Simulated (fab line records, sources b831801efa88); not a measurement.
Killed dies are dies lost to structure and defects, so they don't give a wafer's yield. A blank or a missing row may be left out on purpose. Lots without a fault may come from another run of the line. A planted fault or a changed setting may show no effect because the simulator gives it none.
fab line records | flow sfq_line
record lots=7 wafers=21 last_day=85
route steps=325 shown M3@122 I3@133
lots that met no fault: from a run of the same line without faults
start_h: hours from the record's first day to the start of the lot's first wafer shown | wait_h: hours since the lot's step before | " the same as in the row above | L1.1+2: a row that stands for several wafers | - no value, or no start given | * or withheld: withheld | < > ~ a bound
route shown NAME@n: a module of which the file shows steps, and the number in the route of the first | usual: mean/standard deviation of fault-free wafers | same: alike in all rows | chamber/n: place in a boat | sites: the reading at each site | _std_site: their standard deviation | _edge_site: outer sites' mean less inner sites' | radius_mm: how far each site lies from the wafer's centre | mask NAME#n: copy n | behind: the tool/chamber that last shaped the wafer | hold: why the lot was held/for how many hours/how that ended | device: the transistor (n, p or np) that didn't switch | end of line: the same wafers' tests at the end of the route | a step without rows: its recipe alone | killed: dies lost to structure and defects at the first sort, not the wafer's yield | map: a wafer's dies, x killed, . not, _ none there
set.NAME: the setting as run; set.NAME@STEP: as run at that earlier step | model.NAME: the simulator's own value behind a step, which no gauge read
lots at some steps of the route; a table a step, a row a wafer
services: from which hour (start_h, from the record's first day; less than 0 if before it) a tool's chamber was out of use, for how many hours, and why
## steps
# step SFQ_TRILAYER_M3_LITHO_COAT_080
# recipe resist=BARC spin_rpm=3000 resist_thk_nm=62
# step SFQ_TRILAYER_M3_LITHO_COAT_075
# recipe resist=KrF spin_rpm=3000 resist_thk_nm=600
# step SFQ_TRILAYER_M3_LITHO_SOFTBAKE_079
# recipe temp_c=withheld time_s=withheld resist=KrF
# step SFQ_TRILAYER_M3_LITHO_EXPOSE_076
# recipe mask_id=M3 na=0.6 source_shape=conventional sigma_outer=0.65 target_cd_nm=500 dose_mj=14.4
# step SFQ_TRILAYER_M3_LITHO_PEB_078
# recipe peb_temp_c=115 peb_time_s=60 resist=KrF
# step SFQ_TRILAYER_M3_LITHO_DEVELOP_077
# recipe time_s=60 resist=KrF
# step SFQ_M3_OVL_MEAS_921
# usual M3_OVL=1/5.5
# columns lot.wafer tool chamber start_h wait_h M3_OVL[nm]
L497.1 overlay-01 - 618.21 0.1 2
L497.2 " - " " -3
L497.5 " - " " 1
L498.4 overlay-02 - 627.51 0.1 3
L498.5 " - " " 12
L498.6 " - " " 5
L501.2 overlay-02 - 893.65 0.1 7
L501.4 " - " " -1
L501.5 " - " " 17
L504.1 overlay-01 - 899.65 0.1 -9
L504.4 " - " " -1
L504.5 " - " " -6
L505.2 overlay-01 - 902.05 0.1 -3
L505.5 " - " " -4
L505.6 " - " " -6
L506.2 overlay-01 - 905.65 0.1 3
L506.4 " - " " -4
L506.6 " - " " -4
L507.2 overlay-02 - 909.25 0.1 6
L507.4 " - " " 4
L507.6 " - " " 5
# step SFQ_TRILAYER_M3_BARC_OPEN_METAL_ETCH_100
# recipe mask_material=PR chemistry=O2 target_depth_nm=125 target=BARC icp_w=600 bias_w=80 pressure_mtorr=10 time_s=41.7
# usual drypump_motor_current_A=5.39/0.28 oes_product_au=0.684/0.0049
# columns lot.wafer tool chamber start_h wait_h drypump_motor_current_A oes_product_au rf_hours_counter_h
L497.1 rie_metal-04 1 618.25 0.0 5.45 0.684 101
L497.2 " 1 " " 5.45 0.695 -
L497.5 " 1 " " 5.44 0.690 -
L498.4 rie_metal-02 0 627.55 0.0 5.50 0.676 -
L498.5 " 0 " " 5.48 0.689 -
L498.6 " 1 " " 5.69 0.689 -
L501.2 rie_metal-02 0 893.68 0.0 5.50 0.685 111
L501.4 " 0 " " 5.51 0.682 -
L501.5 " 0 " " 5.50 0.676 -
L504.1 rie_metal-01 1 899.68 0.0 5.39 0.682 145
L504.4 " 0 " " 5.31 0.676 -
L504.5 " 0 " " 5.32 0.688 -
L505.2 rie_metal-04 0 902.08 0.0 4.87 0.687 45
L505.5 " 1 " " 5.45 0.684 -
L505.6 " 0 " " 4.90 0.685 -
L506.2 rie_metal-04 0 905.68 0.0 4.87 0.684 45
L506.4 " 0 " " 4.86 0.682 -
L506.6 " 1 " " 5.44 0.678 -
L507.2 rie_metal-04 1 909.28 0.0 5.46 0.688 144
L507.4 " 1 " " 5.47 0.690 -
L507.6 " 1 " " 5.45 0.686 -
# step SFQ_TRILAYER_M3_ETCH_METAL_ETCH_078
# recipe target=Nb stop_on=SiO2 mask_material=PR chemistry=Cl2/Ar target_depth_nm=240 icp_w=600 bias_w=80 pressure_mtorr=10 time_s=120
# usual drypump_motor_current_A=5.39/0.28 oes_product_au=0.893/0.0074
# columns lot.wafer tool chamber start_h wait_h drypump_motor_current_A oes_product_au rf_hours_counter_h
L497.1 rie_metal-04 1 618.37 0.1 5.46 0.894 101
L497.2 " 1 " " 5.46 0.891 -
L497.5 " 1 " " 5.45 0.894 -
L498.4 rie_metal-02 0 627.63 0.1 5.50 0.894 -
L498.5 " 0 " " 5.48 0.907 -
L498.6 " 1 " " 5.66 0.904 -
L501.2 rie_metal-02 0 893.74 0.0 5.49 0.881 111
L501.4 " 0 " " 5.46 0.886 -
L501.5 " 0 " " 5.45 0.896 -
L504.1 rie_metal-01 1 899.74 0.0 5.40 0.885 145
L504.4 " 0 " " 5.34 0.891 -
L504.5 " 0 " " 5.33 0.885 -
L505.2 rie_metal-04 0 902.14 0.0 4.88 0.878 45
L505.5 " 1 " " 5.44 0.890 -
L505.6 " 0 " " 4.87 0.887 -
L506.2 rie_metal-04 0 905.74 0.0 4.89 0.899 46
L506.4 " 0 " " 4.88 0.898 -
L506.6 " 1 " " 5.45 0.892 -
L507.2 rie_metal-04 1 909.34 0.0 5.45 0.891 144
L507.4 " 1 " " 5.44 0.895 -
L507.6 " 1 " " 5.43 0.910 -
# step SFQ_TRILAYER_M3_STRIP_STRIP_079
# recipe gas=O2 power_w=200 platen_temp_c=40 overash_fraction=0.65 chemistry=O2 pressure_mtorr=50
# usual drypump_motor_current_A=5.40/0.28 oes_product_au=0.995/0.0066
# columns lot.wafer tool chamber start_h wait_h drypump_motor_current_A oes_product_au rf_hours_counter_h
L497.1 rie_metal-04 1 618.62 0.2 5.44 0.984 101
L497.2 " 1 " " 5.46 0.974 -
L497.5 " 1 " " 5.47 0.999 -
L498.4 rie_metal-02 0 627.91 0.2 5.53 1.004 -
L498.5 " 0 " " 5.49 0.996 -
L498.6 " 1 " " 5.68 1.011 -
L501.2 rie_metal-02 0 893.87 0.1 5.48 0.988 111
L501.4 " 0 " " 5.48 0.985 -
L501.5 " 0 " " 5.50 0.986 -
L504.1 rie_metal-01 1 899.87 0.1 5.39 1.002 145
L504.4 " 0 " " 5.33 0.998 -
L504.5 " 0 " " 5.33 1.009 -
L505.2 rie_metal-04 0 902.27 0.1 4.83 0.991 45
L505.5 " 1 " " 5.45 1.002 -
L505.6 " 0 " " 4.88 0.988 -
L506.2 rie_metal-04 0 905.87 0.1 4.88 0.991 46
L506.4 " 0 " " 4.90 0.991 -
L506.6 " 1 " " 5.45 0.999 -
L507.2 rie_metal-04 1 909.47 0.1 5.47 1.000 144
L507.4 " 1 " " 5.46 0.995 -
L507.6 " 1 " " 5.46 0.990 -
# step SFQ_TRILAYER_M3_STRIP_SOLV_CLEAN_080
# recipe chemistry=NMP temp_c=70 time_s=600
# step SFQ_TRILAYER_I3_DEP_PECVD_081
# recipe material=SiO2 temp_c=150 time_s=111.11 pressure_torr=2.4 rf_w=183.3 precursor=SiH4/N2O target_thk_nm=500
# usual heater_power_w=95/22 rf_fwd_power_W=182.3/0.6 showerhead_vpp_V=820/45 throttle_valve_pct=25.2/2
# columns lot.wafer tool chamber start_h wait_h heater_power_w rf_fwd_power_W showerhead_vpp_V throttle_valve_pct model.SiO2_of_TRILAYER_I3_DEP_PECVD_081.thk_nm
L497.1 pecvd-02 2 619.99 0.0 68 181.8 906 23.5 497.8
L497.2 " 1 " " 84 182.1 830 21.5 499.1
L497.5 " 2 " " 71 182.5 914 23.0 506.7
L498.4 pecvd-03 0 628.53 0.0 82 182.7 756 24.4 507
L498.5 " 1 " " 72 181.9 827 26.9 499.5
L498.6 " 2 " " 110 181.8 815 23.9 504.5
L501.2 pecvd-02 0 894.64 0.0 53 255.1 1021 24.4 556
L501.4 " 0 " " 55 255.3 991 24.4 561.8
L501.5 " 2 " " 42 255.9 1064 24.2 558.5
L504.1 pecvd-03 2 900.64 0.0 117 183.1 822 24.1 504.9
L504.4 " 0 " " 102 182.1 742 24.9 509.5
L504.5 " 1 " " 74 181.8 819 27.9 505.9
L505.2 pecvd-02 0 903.04 0.0 54 254.8 999 24.2 551.3
L505.5 " 2 " " 48 255.8 1070 24.2 557.4
L505.6 " 1 " " 55 256.3 980 22.0 563.8
L506.2 pecvd-03 0 906.64 0.0 85 182.5 748 24.8 498.9
L506.4 " 2 " " 127 182.1 841 24.0 509.8
L506.6 " 0 " " 90 181.7 753 25.0 506.7
L507.2 pecvd-02 1 910.24 0.0 61 255.1 968 21.7 535.8
L507.4 " 1 " " 46 254.9 994 22.0 552.3
L507.6 " 0 " " 48 255.6 1018 24.2 552.3
# step SFQ_TRILAYER_I3_CMP_CMP_082
# recipe material=SiO2 down_force_psi=3 platen_rpm=60 pad_velocity_m_s=0.94248
# usual motor_current_A=9.9/0.96 time_to_endpoint_s=213/7.3
# columns lot.wafer tool chamber start_h wait_h motor_current_A time_to_endpoint_s
L497.2 cmp-02 2 658.13 38.1 9.4 213
L497.1 " 1 659.63 39.6 10.0 213
L497.5 " 2 " " 9.8 215
L498.4 cmp-02 3 664.63 36.1 11.7 226
L498.5 " 2 666.13 37.6 9.1 215
L498.6 " 3 " " 12.2 214
L501.4 cmp-02 0 895.82 1.1 9.9 250
L501.2 " 1 " " 10.2 257
L501.5 " 3 897.32 2.6 11.6 255
L504.1 cmp-01 1 903.20 2.5 9.7 220
L504.4 " 3 904.20 3.5 8.3 222
L504.5 " 2 905.70 5.0 9.2 219
L505.2 cmp-02 2 904.82 1.7 9.8 248
L505.6 " 1 906.32 3.2 10.3 254
L505.5 " 2 " " 8.8 253
L506.4 cmp-02 3 907.82 1.1 12.1 215
L506.2 " 0 " " 9.7 211
L506.6 " 3 909.82 3.1 12.0 216
L507.2 cmp-01 0 910.32 0.0 9.7 234
L507.4 " 1 " " 9.8 250
L507.6 " 1 912.82 2.5 9.4 249
# step SFQ_I3_BOW_MEAS_922
# recipe mode=bow
# usual I3_BOW=2/9.1
# columns lot.wafer tool chamber start_h wait_h I3_BOW[um]
L497.1 film_metro-02 - 661.13 1.0 -2
L497.2 " - " " 8
L497.5 " - " " 16
L498.4 film_metro-01 - 667.19 2.1 20
L498.5 " - " " 21
L498.6 " - " " 11
L501.2 film_metro-02 - 898.34 1.5 2
L501.4 " - " " 2
L501.5 " - " " 8
L504.1 film_metro-02 - 906.20 2.5 1
L504.4 " - " " 7
L504.5 " - " " -1
L505.2 film_metro-01 - 907.34 2.0 0
L505.5 " - " " -6
L505.6 " - " " 3
L506.2 film_metro-02 - 910.34 1.5 -18
L506.4 " - " " 3
L506.6 " - " " 2
L507.2 film_metro-01 - 913.34 2.5 -6
L507.4 " - " " -2
L507.6 " - " " -13
## services
# columns tool chamber start_h hours kind
rie_metal-04 0 602.31 - clean
rie_metal-04 0 602.31 17.2 scheduled_down
rie_metal-04 0 602.31 17.2 vent_cycle
cmp-02 - 637.75 1.0 repair
rie_metal-04 1 646.70 8.3 repair
cmp-01 - 656.84 1.0 repair
rie_metal-04 1 663.43 10.3 repair
rie_metal-01 1 664.16 7.1 repair
pecvd-02 - 690.83 1.4 repair
cmp-01 - 703.37 5.0 repair
pecvd-03 2 705.62 16.7 repair
cmp-01 - 711.41 5.7 pm
pecvd-02 2 724.14 12.9 repair
cmp-01 - 726.12 6.9 pm
cmp-01 - 746.58 3.3 repair
cmp-01 - 749.60 2.0 repair
cmp-01 - 751.62 4.0 pm
cmp-02 - 752.81 1.8 repair
pecvd-02 - 763.51 6.0 pm
rie_metal-01 1 787.70 9.2 repair
cmp-02 - 793.04 1.1 repair
cmp-01 - 841.28 1.8 repair
cmp-02 - 846.71 3.7 pm
pecvd-02 0 854.93 3.4 repair
## key
first_sign step=SFQ_TRILAYER_I3_DEP_PECVD_081 reading=rf_fwd_power_W direction=up sigmas=99+ usual=182.3 struck=255.4
effect step=SFQ_TRILAYER_I3_DEP_PECVD_081 reading=showerhead_vpp_V direction=up sigmas=4.3 usual=820 struck=1012
effect step=SFQ_TRILAYER_I3_CMP_CMP_082 reading=time_to_endpoint_s direction=up sigmas=5.1 usual=* struck=*
model_effect step=SFQ_TRILAYER_I3_DEP_PECVD_081 value=SiO2_of_TRILAYER_I3_DEP_PECVD_081.thk_nm without=501.1 struck=554.3
met_at SFQ_TRILAYER_I3_DEP_PECVD_081
struck_wafers L501.2,L501.4,L501.5,L505.2,L505.5,L505.6,L507.2,L507.4,L507.6
onset_between 619.99 894.64
fault kind=process_parameter_drift tool=pecvd-02 chamber=- onset_h=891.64 steps=SFQ_TRILAYER_I3_DEP_PECVD_081 channel=rf_w offset=73.32 shape=step end_h=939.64 acts_in=these_recipes_only stated=183.3
